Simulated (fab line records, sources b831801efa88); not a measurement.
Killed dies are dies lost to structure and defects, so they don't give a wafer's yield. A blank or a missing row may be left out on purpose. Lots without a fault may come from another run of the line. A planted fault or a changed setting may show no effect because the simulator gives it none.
fab line records | flow sky130
record lots=12 wafers=36 last_day=50
route steps=708 shown VT_ADJUST_NCORE@126 VT_ADJUST_HVTR@138 GATE_OXIDE@192 POLY_GATE@229 PAD_OPEN@708
lots that met no fault: from a run of the same line without faults
start_h: hours from the record's first day to the start of the lot's first wafer shown | wait_h: hours since the lot's step before | " the same as in the row above | L1.1+2: a row that stands for several wafers | - no value, or no start given | * or withheld: withheld | < > ~ a bound
route shown NAME@n: a module of which the file shows steps, and the number in the route of the first | usual: mean/standard deviation of fault-free wafers | same: alike in all rows | chamber/n: place in a boat | sites: the reading at each site | _std_site: their standard deviation | _edge_site: outer sites' mean less inner sites' | radius_mm: how far each site lies from the wafer's centre | mask NAME#n: copy n | behind: the tool/chamber that last shaped the wafer | hold: why the lot was held/for how many hours/how that ended | device: the transistor (n, p or np) that didn't switch | end of line: the same wafers' tests at the end of the route | a step without rows: its recipe alone | killed: dies lost to structure and defects at the first sort, not the wafer's yield | map: a wafer's dies, x killed, . not, _ none there
set.NAME: the setting as run; set.NAME@STEP: as run at that earlier step | model.NAME: the simulator's own value behind a step, which no gauge read
steps of the route over a sample of lots; a table a step, a row a wafer
services: from which hour (start_h, from the record's first day; less than 0 if before it) a tool's chamber was out of use, for how many hours, and why
## steps
# step SKY_VT_ADJUST_NCORE_CD_MEAS_07
# recipe target_cd_nm=380
# usual cd_nm=379.9/2.8
# columns lot.wafer tool chamber start_h wait_h cd_nm
L713.1 cd_sem-02 - 189.97 0.1 381.0
L713.4 " - " " 379.4
L713.5 " - " " 376.5
L714.1 cd_sem-01 - 198.18 0.1 380.7
L714.3 " - " " 379.4
L714.4 " - " " 379.3
L715.1 cd_sem-02 - 200.67 0.1 381.5
L715.4 " - " " 383.1
L715.6 " - " " 380.8
L716.2 cd_sem-02 - 210.66 0.1 379.3
L716.3 " - " " 379.1
L716.5 " - " " 379.3
L717.3 cd_sem-01 - 218.03 0.1 381.7
L717.4 " - " " 382.4
L717.5 " - " " 382.5
L727.1 cd_sem-01 - 291.94 0.1 382.6
L727.4 " - " " 383.1
L727.6 " - " " 382.1
L728.1 cd_sem-01 - 295.97 0.1 378.2
L728.3 " - " " 377.5
L728.6 " - " " 378.7
L729.1 cd_sem-01 - 306.89 0.1 382.6
L729.3 " - " " 384.8
L729.4 " - " " 381.1
L730.1 cd_sem-02 - 311.89 0.1 379.8
L730.2 " - " " 381.3
L730.6 " - " " 379.2
L731.2 cd_sem-01 - 315.04 0.1 379.0
L731.3 " - " " 376.6
L731.4 " - " " 379.1
L732.1 cd_sem-01 - 320.92 0.1 386.4
L732.3 " - " " 387.2
L732.6 " - " " 385.4
L733.1 cd_sem-01 - 331.54 0.1 385.7
L733.4 " - " " 382.9
L733.5 " - " " 384.2
# step SKY_VT_ADJUST_HVTR_CD_MEAS_07
# recipe target_cd_nm=380
# usual cd_nm=380.3/2.3
# columns lot.wafer tool chamber start_h wait_h cd_nm
L713.1 cd_sem-01 - 210.94 0.1 382.8
L713.4 " - " " 385.4
L713.5 " - " " 386.2
L714.1 cd_sem-02 - 220.24 0.1 382.4
L714.3 " - " " 381.6
L714.4 " - " " 380.1
L715.1 cd_sem-02 - 222.31 0.1 377.8
L715.4 " - " " 379.7
L715.6 " - " " 376.1
L716.2 cd_sem-01 - 231.78 0.1 377.8
L716.3 " - " " 382.0
L716.5 " - " " 379.2
L717.3 cd_sem-02 - 239.93 0.1 378.5
L717.4 " - " " 380.2
L717.5 " - " " 384.4
L727.1 cd_sem-02 - 318.07 0.1 381.9
L727.4 " - " " 380.8
L727.6 " - " " 381.6
L728.1 cd_sem-02 - 322.34 0.1 377.1
L728.3 " - " " 376.0
L728.6 " - " " 377.8
L729.1 cd_sem-01 - 333.86 0.1 380.2
L729.3 " - " " 379.8
L729.4 " - " " 380.3
L730.1 cd_sem-01 - 338.24 0.1 382.3
L730.2 " - " " 382.3
L730.6 " - " " 381.9
L731.2 cd_sem-01 - 342.06 0.1 381.4
L731.3 " - " " 381.6
L731.4 " - " " 381.4
L732.1 cd_sem-02 - 347.86 0.1 384.0
L732.3 " - " " 385.2
L732.6 " - " " 379.7
L733.1 cd_sem-01 - 358.67 0.1 379.4
L733.4 " - " " 377.4
L733.5 " - " " 378.5
# step SKY_GATE_OXIDE_COAT_05
# recipe resist=NOVOLAK spin_rpm=3000 resist_thk_nm=1140
# usual chill_plate_temp_C=23.00/0.12 dispense_pressure_kPa=49.5/0.81
# columns lot.wafer tool chamber start_h wait_h chill_plate_temp_C dispense_pressure_kPa
L713.1 litho_track-02 0 301.29 0.1 23.01 48.9
L713.4 " 0 " " 22.87 48.9
L713.5 " 0 " " 22.77 48.9
L714.1 litho_track-02 0 314.44 0.1 23.14 49.0
L714.3 " 0 " " 23.07 48.9
L714.4 " 0 " " 23.01 48.9
L715.1 litho_track-03 0 314.71 0.1 23.15 50.7
L715.4 " 0 " " 23.16 50.7
L715.6 " 0 " " 23.03 50.6
L716.2 litho_track-03 - 327.93 0.1 - -
L716.3 " - " " - -
L716.5 " - " " - -
L717.3 litho_track-02 - 334.14 0.1 - -
L717.4 " - " " - -
L717.5 " - " " - -
L727.1 litho_track-02 0 425.79 0.1 23.08 48.9
L727.4 " 0 " " 22.89 49.0
L727.6 " 0 " " 22.88 49.0
L728.1 litho_track-03 0 429.06 0.1 22.94 50.7
L728.3 " 0 " " 23.12 50.7
L728.6 " 0 " " 23.11 50.7
L729.1 litho_track-03 0 444.51 0.1 22.96 50.7
L729.3 " 0 " " 23.23 50.7
L729.4 " 0 " " 23.16 50.7
L730.1 litho_track-03 0 448.96 0.1 22.90 50.7
L730.2 " 0 " " 22.86 50.6
L730.6 " 0 " " 22.71 50.7
L731.2 litho_track-04 0 452.55 0.1 23.04 48.9
L731.3 " 0 " " 22.96 48.9
L731.4 " 0 " " 22.83 48.9
L732.1 litho_track-02 0 463.09 0.1 22.90 48.9
L732.3 " 0 " " 22.88 49.0
L732.6 " 0 " " 23.08 48.9
L733.1 litho_track-04 0 470.82 0.1 23.15 49.0
L733.4 " 0 " " 22.98 48.9
L733.5 " 0 " " 22.89 48.9
# step SKY_GATE_OXIDE_OVL_MEAS_10
# usual GATE_OXIDE_OVL=0.5/1.5
# columns lot.wafer tool chamber start_h wait_h GATE_OXIDE_OVL[nm]
L713.1 overlay-02 - 314.72 0.1 1.9
L713.4 " - " " 0.7
L713.5 " - " " 1.3
L714.1 overlay-02 - 327.84 0.1 -1.0
L714.3 " - " " -0.5
L714.4 " - " " 0.0
L715.1 overlay-01 - 328.02 0.1 0.6
L715.4 " - " " -0.9
L715.6 " - " " 2.0
L716.2 overlay-02 - 341.78 0.1 -
L716.3 " - " " -
L716.5 " - " " -
L717.3 overlay-02 - 347.48 0.1 -
L717.4 " - " " -
L717.5 " - " " -
L727.1 overlay-02 - 441.69 0.1 0.7
L727.4 " - " " 1.2
L727.6 " - " " 0.1
L728.1 overlay-01 - 444.79 0.1 0.9
L728.3 " - " " 2.5
L728.6 " - " " 2.3
L729.1 overlay-01 - 458.71 0.1 2.0
L729.3 " - " " 3.0
L729.4 " - " " 2.2
L730.1 overlay-02 - 464.42 0.1 -0.6
L730.2 " - " " 0.8
L730.6 " - " " 1.4
L731.2 overlay-01 - 467.66 0.1 0.5
L731.3 " - " " -0.8
L731.4 " - " " -1.6
L732.1 overlay-02 - 478.82 0.1 -1.0
L732.3 " - " " 0.4
L732.6 " - " " -0.3
L733.1 overlay-01 - 486.19 0.1 1.5
L733.4 " - " " 0.6
L733.5 " - " " -0.5
# step SKY_POLY_GATE_ETCH_15
# recipe chemistry=N2/H2 target=BARC ion_energy_ev=200 source_w=500 bias_w=100 pressure_mtorr=30 n2_flow_sccm=100 h2_flow_sccm=200 stop_on=SiO2 time_s=118.5 target_depth_a=1100
# usual drypump_motor_current_A=5.9/0.52 oes_product_au=0.716/0.0044 throttle_valve_pct=13.212/0.0084
# columns lot.wafer tool chamber start_h wait_h drypump_motor_current_A oes_product_au rf_hours_counter_h throttle_valve_pct
L713.1 rie_diel-01 0 376.19 0.0 5.7 0.719 2 13.215
L713.4 " 2 " " 6.5 0.717 - 13.210
L713.5 " 0 " " 5.7 0.724 - 13.200
L714.1 rie_diel-03 3 389.27 0.0 6.7 0.712 7 13.209
L714.3 " 1 " " 5.3 0.719 87 13.207
L714.4 " 1 " " 5.3 0.711 - 13.227
L715.1 rie_diel-04 3 390.79 0.0 6.1 0.724 25 13.224
L715.4 " 2 " " 6.5 0.718 - 13.207
L715.6 " 1 " " 5.1 0.717 - 13.218
L727.1 rie_diel-01 2 508.91 0.0 6.5 0.710 47 13.212
L727.4 " 1 " " 5.7 0.720 6 13.216
L727.6 " 3 " " 5.8 0.705 - 13.215
L728.1 rie_diel-04 1 512.59 0.0 5.0 0.720 6 13.202
L728.3 " 0 " " 6.1 0.717 6 13.212
L728.6 " 1 " " 5.1 0.718 - 13.217
L729.1 rie_diel-03 2 525.26 0.0 5.0 0.718 2 13.210
L729.3 " 3 " " 6.7 0.715 9 13.215
L729.4 " 2 " " 5.0 0.715 - 13.220
L730.1 rie_diel-01 0 532.39 0.0 5.7 0.709 5 13.198
L730.2 " 2 " " 6.6 0.714 48 13.209
L730.6 " 1 " " 5.7 0.707 - 13.219
L731.2 rie_diel-04 0 534.54 0.0 6.1 0.719 6 13.206
L731.3 " 2 " " 6.5 0.726 5 13.220
L731.4 " 3 " " 6.0 0.715 27 13.218
L732.1 rie_diel-01 3 543.79 0.0 5.8 0.721 3 13.204
L732.3 " 0 " " 5.7 0.712 5 13.205
L732.6 " 1 " " 5.6 0.713 - 13.196
L733.1 rie_diel-04 2 553.44 0.0 6.4 0.719 6 13.220
L733.4 " 3 " " 6.1 0.717 28 13.214
L733.5 " 1 " " 5.1 0.714 - 13.213
# step SKY_PAD_OPEN_PROBE_99
# usual killed_at_M0_to_M3=43/7.2 killed_at_M4_up=3.0/1.7 killed_at_contacts=24/5.3 killed_at_front_end=15/4.6 killed_at_other=0.3/0.5 killed_dies=85/10 killed_on_rim=17/3.8 killed_open=46/7.2 killed_short=39/6.4
# same gross_dies=492 killed_at_back_side=0
# columns lot.wafer tool chamber start_h wait_h killed_at_M0_to_M3 killed_at_M4_up killed_at_contacts killed_at_front_end killed_at_other killed_dies killed_on_rim killed_open killed_short
L713.1 prober-01 - 1083.75 0.1 53 3 22 19 1 98 17 53 45
L713.4 prober-01 - 1083.90 0.2 49 1 27 13 0 90 16 48 42
L713.5 prober-01 - 1083.95 0.2 41 3 21 19 0 84 20 51 33
L714.1 prober-02 - 1094.61 0.1 46 4 19 9 1 79 18 43 36
L714.3 prober-02 - 1094.71 0.2 37 5 19 20 1 82 18 47 35
L714.4 prober-02 - 1094.76 0.2 44 4 17 18 0 83 14 39 44
L715.1 prober-01 - 1096.86 0.1 64 0 23 9 1 97 22 55 42
L715.4 prober-01 - 1097.01 0.2 48 1 26 15 0 90 24 49 41
L715.6 prober-01 - 1097.11 0.2 47 2 24 18 0 91 19 47 44
L716.2 prober-02 - 1104.63 0.1 31 6 28 427 0 492 96 46 38
L716.3 prober-02 - 1104.68 0.2 49 6 28 409 0 492 96 53 46
L716.5 prober-02 - 1104.78 0.2 34 3 21 434 0 492 96 38 37
L717.3 prober-01 - 1106.19 0.2 38 2 20 432 0 492 96 40 42
L717.4 prober-01 - 1106.24 0.2 43 1 24 424 0 492 96 37 50
L717.5 prober-01 - 1106.29 0.2 43 2 22 425 0 492 96 51 36
L727.1 prober-01 - 1167.63 0.1 42 2 19 12 0 75 17 47 28
L727.4 prober-01 - 1167.78 0.2 51 7 9 20 1 88 21 46 42
L727.6 prober-01 - 1167.88 0.2 41 4 26 10 0 81 15 44 37
L728.1 prober-02 - 1169.58 0.1 43 2 38 6 0 89 21 53 36
L728.3 prober-02 - 1169.68 0.2 32 3 25 11 0 71 18 39 32
L728.6 prober-02 - 1169.83 0.2 37 1 19 7 0 64 10 38 26
L729.1 prober-01 - 1176.51 0.1 46 5 21 11 0 83 19 40 43
L729.3 prober-01 - 1176.61 0.2 34 1 27 10 0 72 12 34 38
L729.4 prober-01 - 1176.66 0.2 37 3 24 12 1 77 19 45 32
L730.1 prober-02 - 1179.23 0.1 38 2 20 17 0 77 11 45 32
L730.2 prober-02 - 1179.28 0.1 35 1 24 12 0 72 17 41 31
L730.6 prober-02 - 1179.48 0.2 52 3 22 14 0 91 23 50 41
L731.2 prober-01 - 1183.55 0.1 41 1 19 18 0 79 17 45 34
L731.3 prober-01 - 1183.60 0.2 34 2 21 10 0 67 9 38 29
L731.4 prober-01 - 1183.65 0.2 36 4 19 13 0 72 11 33 39
L732.1 prober-02 - 1188.30 0.1 53 3 24 13 0 93 21 45 48
L732.3 prober-02 - 1188.40 0.2 57 5 25 22 0 109 24 58 51
L732.6 prober-02 - 1188.55 0.2 46 2 18 19 0 85 15 48 37
L733.1 prober-01 - 1191.35 0.1 55 5 23 13 0 96 16 54 42
L733.4 prober-01 - 1191.50 0.2 39 1 22 23 0 85 20 53 32
L733.5 prober-01 - 1191.55 0.2 51 4 25 22 1 103 17 55 48
# killed by level:class
L713.1 VIA3:geometric_particle:open=14 VIA1:geometric_particle:open=11 CONTACT:geometric_particle:open=9 POLY_GATE:geometric_particle:short=8 VIA2:geometric_particle:open=8 CONTACT:geometric_particle:short=5 VIA1:geometric_particle:short=5 POLY_CUT:geometric_particle:short=4
L713.4 VIA1:geometric_particle:open=15 CONTACT:geometric_particle:open=7 VIA2:geometric_particle:open=7 CONTACT:geometric_particle:short=6 LI_CONTACT:geometric_particle:short=5 LI_CONTACT:geometric_particle:open=5 METAL3:geometric_particle:short=5 VIA1:geometric_particle:short=5
L713.5 VIA1:geometric_particle:open=10 VIA2:geometric_particle:open=8 LI_CONTACT:geometric_particle:open=7 CONTACT:geometric_particle:open=6 VIA3:geometric_particle:open=6 FIELD_ISO:geometric_particle:short=5 POLY_GATE:geometric_particle:short=5 LOCAL_INTERCONNECT:geometric_particle:short=5
L714.1 VIA1:geometric_particle:open=11 CONTACT:geometric_particle:open=9 VIA3:geometric_particle:open=8 METAL2:geometric_particle:short=6 METAL1:geometric_particle:short=6 FIELD_ISO:geometric_particle:short=5 METAL1:geometric_particle:open=4 VIA1:geometric_particle:short=4
L714.3 VIA1:geometric_particle:open=11 CONTACT:geometric_particle:open=9 POLY_GATE:geometric_particle:short=8 VIA3:geometric_particle:open=8 METAL4:geometric_particle:short=5 POLY_GATE:geometric_particle:open=4 LI_CONTACT:geometric_particle:short=3 LOCAL_INTERCONNECT:geometric_particle:short=3
L714.4 VIA1:geometric_particle:open=8 VIA2:geometric_particle:open=8 VIA1:geometric_particle:short=6 POLY_GATE:geometric_particle:short=5 POLY_GATE:geometric_particle:open=5 CONTACT:geometric_particle:open=5 METAL2:geometric_particle:short=5 FIELD_ISO:geometric_particle:short=4
L715.1 VIA1:geometric_particle:open=20 METAL2:geometric_particle:short=9 CONTACT:geometric_particle:open=9 VIA3:geometric_particle:open=8 VIA2:geometric_particle:open=7 VIA1:geometric_particle:short=6 METAL1:geometric_particle:short=5 LI_CONTACT:geometric_particle:open=4
L715.4 CONTACT:geometric_particle:open=10 LI_CONTACT:geometric_particle:open=8 VIA1:geometric_particle:open=8 VIA1:geometric_particle:short=8 VIA2:geometric_particle:open=7 VIA3:geometric_particle:open=6 FIELD_ISO:geometric_particle:short=4 POLY_GATE:geometric_particle:short=4
L715.6 CONTACT:geometric_particle:open=10 VIA1:geometric_particle:open=9 METAL1:geometric_particle:short=8 LI_CONTACT:geometric_particle:open=7 FIELD_ISO:geometric_particle:open=6 VIA2:geometric_particle:open=6 METAL2:geometric_particle:short=6 CONTACT:geometric_particle:short=5
L716.2 GATE_OXIDE:area_expose=408 CONTACT:geometric_particle:open=13 VIA2:geometric_particle:open=6 FIELD_ISO:geometric_particle:open=5 POLY_GATE:geometric_particle:open=5 LOCAL_INTERCONNECT:geometric_particle:short=5 VIA1:geometric_particle:short=5 LI_CONTACT:geometric_particle:short=4
L716.3 GATE_OXIDE:area_expose=393 CONTACT:geometric_particle:open=11 LI_CONTACT:geometric_particle:open=8 VIA2:geometric_particle:open=8 VIA3:geometric_particle:open=8 CONTACT:geometric_particle:short=7 METAL2:geometric_particle:short=7 POLY_GATE:geometric_particle:short=6
L716.5 GATE_OXIDE:area_expose=417 CONTACT:geometric_particle:open=7 CONTACT:geometric_particle:short=6 VIA1:geometric_particle:open=6 POLY_GATE:geometric_particle:short=5 VIA2:geometric_particle:open=5 VIA3:geometric_particle:open=5 METAL1:geometric_particle:short=4
L717.3 GATE_OXIDE:area_expose=410 METAL2:geometric_particle:short=8 FIELD_ISO:geometric_particle:short=7 VIA1:geometric_particle:open=7 CONTACT:geometric_particle:open=6 VIA2:geometric_particle:open=6 POLY_GATE:geometric_particle:open=5 POLY_GATE:geometric_particle:short=4
L717.4 GATE_OXIDE:area_expose=405 VIA3:geometric_particle:open=10 FIELD_ISO:geometric_particle:short=7 VIA1:geometric_particle:short=7 CONTACT:geometric_particle:short=6 LOCAL_INTERCONNECT:geometric_particle:short=6 LI_CONTACT:geometric_particle:open=5 CONTACT:geometric_particle:open=5
L717.5 GATE_OXIDE:area_expose=405 VIA1:geometric_particle:open=13 CONTACT:geometric_particle:open=10 FIELD_ISO:geometric_particle:short=7 VIA3:geometric_particle:open=6 LI_CONTACT:geometric_particle:open=6 VIA1:geometric_particle:short=6 VIA2:geometric_particle:open=5
L727.1 VIA1:geometric_particle:open=10 LI_CONTACT:geometric_particle:open=7 CONTACT:geometric_particle:open=7 FIELD_ISO:geometric_particle:open=6 METAL1:geometric_particle:short=6 METAL2:geometric_particle:short=6 VIA2:geometric_particle:open=5 VIA2:geometric_particle:short=4
L727.4 VIA1:geometric_particle:open=8 VIA2:geometric_particle:open=8 FIELD_ISO:geometric_particle:open=7 VIA3:geometric_particle:open=7 METAL1:geometric_particle:short=6 VIA1:geometric_particle:short=6 METAL2:geometric_particle:short=5 POLY_GATE:geometric_particle:short=4
L727.6 LI_CONTACT:geometric_particle:open=10 METAL2:geometric_particle:short=7 VIA1:geometric_particle:open=7 VIA2:geometric_particle:open=7 VIA3:geometric_particle:open=6 CONTACT:geometric_particle:open=6 CONTACT:geometric_particle:short=6 FIELD_ISO:geometric_particle:open=4
L728.1 CONTACT:geometric_particle:open=12 VIA1:geometric_particle:open=10 LI_CONTACT:geometric_particle:open=9 CONTACT:geometric_particle:short=8 LOCAL_INTERCONNECT:geometric_particle:short=7 VIA2:geometric_particle:open=7 METAL1:geometric_particle:short=6 VIA3:geometric_particle:open=5
L728.3 CONTACT:geometric_particle:open=10 VIA3:geometric_particle:open=8 METAL1:geometric_particle:short=7 METAL2:geometric_particle:short=6 LI_CONTACT:geometric_particle:open=5 CONTACT:geometric_particle:short=5 VIA1:geometric_particle:open=4 LOCAL_INTERCONNECT:geometric_particle:open=3
L728.6 VIA1:geometric_particle:open=10 CONTACT:geometric_particle:open=9 METAL2:geometric_particle:short=6 LI_CONTACT:geometric_particle:open=5 VIA2:geometric_particle:short=5 VIA2:geometric_particle:open=5 LOCAL_INTERCONNECT:geometric_particle:short=3 VIA1:geometric_particle:short=3
L729.1 CONTACT:geometric_particle:open=8 METAL2:geometric_particle:short=8 VIA3:geometric_particle:short=7 VIA3:geometric_particle:open=7 VIA1:geometric_particle:open=7 CONTACT:geometric_particle:short=6 POLY_GATE:geometric_particle:short=4 METAL1:geometric_particle:short=4
L729.3 CONTACT:geometric_particle:open=9 VIA1:geometric_particle:open=8 LI_CONTACT:geometric_particle:open=6 CONTACT:geometric_particle:short=6 METAL2:geometric_particle:short=5 VIA1:geometric_particle:short=5 FIELD_ISO:geometric_particle:short=4 VIA3:geometric_particle:open=4
L729.4 CONTACT:geometric_particle:open=9 VIA3:geometric_particle:open=9 LI_CONTACT:geometric_particle:open=8 VIA1:geometric_particle:short=7 VIA1:geometric_particle:open=5 VIA2:geometric_particle:open=5 METAL2:geometric_particle:short=4 FIELD_ISO:geometric_particle:open=3
L730.1 VIA1:geometric_particle:open=11 LOCAL_INTERCONNECT:geometric_particle:short=6 CONTACT:geometric_particle:open=6 FIELD_ISO:geometric_particle:short=5 METAL2:geometric_particle:short=5 LI_CONTACT:geometric_particle:open=5 FIELD_ISO:geometric_particle:open=4 METAL3:geometric_particle:short=4
L730.2 LI_CONTACT:geometric_particle:open=8 VIA3:geometric_particle:open=8 VIA1:geometric_particle:open=7 VIA1:geometric_particle:short=5 CONTACT:geometric_particle:open=4 LOCAL_INTERCONNECT:geometric_particle:short=4 CONTACT:geometric_particle:short=4 METAL1:geometric_particle:short=4
L730.6 VIA1:geometric_particle:open=15 CONTACT:geometric_particle:open=11 VIA2:geometric_particle:open=9 VIA1:geometric_particle:short=8 POLY_GATE:geometric_particle:short=7 METAL2:geometric_particle:short=7 LI_CONTACT:geometric_particle:open=4 VIA3:geometric_particle:short=4
L731.2 CONTACT:geometric_particle:open=9 FIELD_ISO:geometric_particle:short=8 VIA3:geometric_particle:open=8 VIA1:geometric_particle:open=8 VIA2:geometric_particle:open=7 FIELD_ISO:geometric_particle:open=6 CONTACT:geometric_particle:short=6 METAL1:geometric_particle:short=5
L731.3 LI_CONTACT:geometric_particle:open=8 VIA1:geometric_particle:open=7 CONTACT:geometric_particle:open=6 VIA3:geometric_particle:open=6 POLY_GATE:geometric_particle:short=4 LOCAL_INTERCONNECT:geometric_particle:short=4 METAL1:geometric_particle:short=4 METAL2:geometric_particle:short=4
L731.4 VIA1:geometric_particle:open=13 LOCAL_INTERCONNECT:geometric_particle:short=6 METAL2:geometric_particle:short=6 POLY_GATE:geometric_particle:open=4 LI_CONTACT:geometric_particle:open=4 METAL1:geometric_particle:short=4 VIA1:geometric_particle:short=4 VIA3:geometric_particle:open=4
L732.1 VIA1:geometric_particle:short=12 VIA1:geometric_particle:open=10 CONTACT:geometric_particle:open=7 POLY_GATE:geometric_particle:open=5 LI_CONTACT:geometric_particle:open=5 VIA2:geometric_particle:open=5 VIA3:geometric_particle:open=4 LOCAL_INTERCONNECT:geometric_particle:short=4
L732.3 VIA1:geometric_particle:open=17 VIA1:geometric_particle:short=11 LI_CONTACT:geometric_particle:open=9 CONTACT:geometric_particle:open=8 METAL1:geometric_particle:short=7 FIELD_ISO:geometric_particle:open=6 VIA3:geometric_particle:open=6 FIELD_ISO:geometric_particle:short=5
L732.6 METAL2:geometric_particle:short=9 VIA2:geometric_particle:open=9 CONTACT:geometric_particle:open=7 VIA1:geometric_particle:open=6 VIA3:geometric_particle:open=6 POLY_GATE:geometric_particle:short=5 FIELD_ISO:geometric_particle:short=4 POLY_GATE:geometric_particle:open=4
L733.1 VIA1:geometric_particle:open=18 VIA1:geometric_particle:short=10 VIA2:geometric_particle:open=10 LI_CONTACT:geometric_particle:open=8 CONTACT:geometric_particle:open=8 FIELD_ISO:geometric_particle:short=6 METAL2:geometric_particle:short=5 METAL3:geometric_particle:short=5
L733.4 VIA1:geometric_particle:open=11 FIELD_ISO:geometric_particle:short=9 FIELD_ISO:geometric_particle:open=8 LI_CONTACT:geometric_particle:open=8 CONTACT:geometric_particle:open=8 VIA1:geometric_particle:short=7 VIA2:geometric_particle:open=7 CONTACT:geometric_particle:short=5
L733.5 VIA1:geometric_particle:open=16 CONTACT:geometric_particle:open=11 FIELD_ISO:geometric_particle:short=8 FIELD_ISO:geometric_particle:open=6 CONTACT:geometric_particle:short=6 METAL1:geometric_particle:short=6 VIA1:geometric_particle:short=6 VIA2:geometric_particle:open=5
## services
# columns tool chamber start_h hours kind
rie_diel-04 2 282.26 10.3 repair
rie_diel-01 0 303.27 2.8 repair
rie_diel-03 2 314.28 3.5 repair
rie_diel-04 1 339.93 21.0 repair
rie_diel-03 0 374.27 3.0 repair
rie_diel-04 - 374.83 14.6 pm
rie_diel-01 3 375.00 - clean
rie_diel-01 3 375.00 17.2 scheduled_down
rie_diel-01 3 375.00 17.2 vent_cycle
rie_diel-03 2 377.26 - clean
rie_diel-03 2 377.26 17.4 scheduled_down
rie_diel-03 2 377.26 17.4 vent_cycle
rie_diel-04 0 390.40 4.1 repair
rie_diel-04 3 391.02 3.5 repair
rie_diel-04 2 398.71 10.5 repair
rie_diel-01 - 409.23 2.3 repair
rie_diel-04 3 421.42 9.7 repair
rie_diel-03 - 493.02 0.3 repair
rie_diel-03 2 501.81 16.1 repair
rie_diel-03 0 517.27 3.3 repair
rie_diel-03 1 520.53 - clean
rie_diel-03 - 529.21 10.0 repair
rie_diel-01 0 534.79 7.2 repair
rie_diel-03 3 537.80 39.3 repair
## key
first_sign step=SKY_GATE_OXIDE_COAT_05 reading=tool_record direction=missing
effect step=SKY_GATE_OXIDE_OVL_MEAS_10 reading=GATE_OXIDE_OVL direction=missing
effect step=SKY_PAD_OPEN_PROBE_99 reading=killed_at_front_end direction=up sigmas=90 usual=15 struck=425
more_kills_born_at SKY_GATE_OXIDE_EXPOSE_07@iline_stepper-01=2438
met_at SKY_GATE_OXIDE_COAT_05
struck_lots L716,L717
later_rows_left_out L716.2,L716.3,L716.5,L717.3,L717.4,L717.5
tester_left_out L716,L717
not_acting_at SKY_VT_ADJUST_NCORE_CD_MEAS_07,SKY_VT_ADJUST_HVTR_CD_MEAS_07,SKY_POLY_GATE_ETCH_15
onset_between 314.71 327.93
fault kind=skipped_step_whole tool=litho_track-02,litho_track-03 chamber=- onset_h=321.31 steps=SKY_GATE_OXIDE_COAT_05 scope=struck_lots_only
# tester_left_out: of these lots the tester's yield and bins aren't shown, on N5 and GAA mostly nor the transistor test; their killed dies are dies lost to structure and defects alone, not to doping, threshold or leakage, so they don't give the yield
# later_rows_left_out: the simulator's readings of these wafers behind a module that went badly wrong aren't trusted and aren't shown, but for the sort
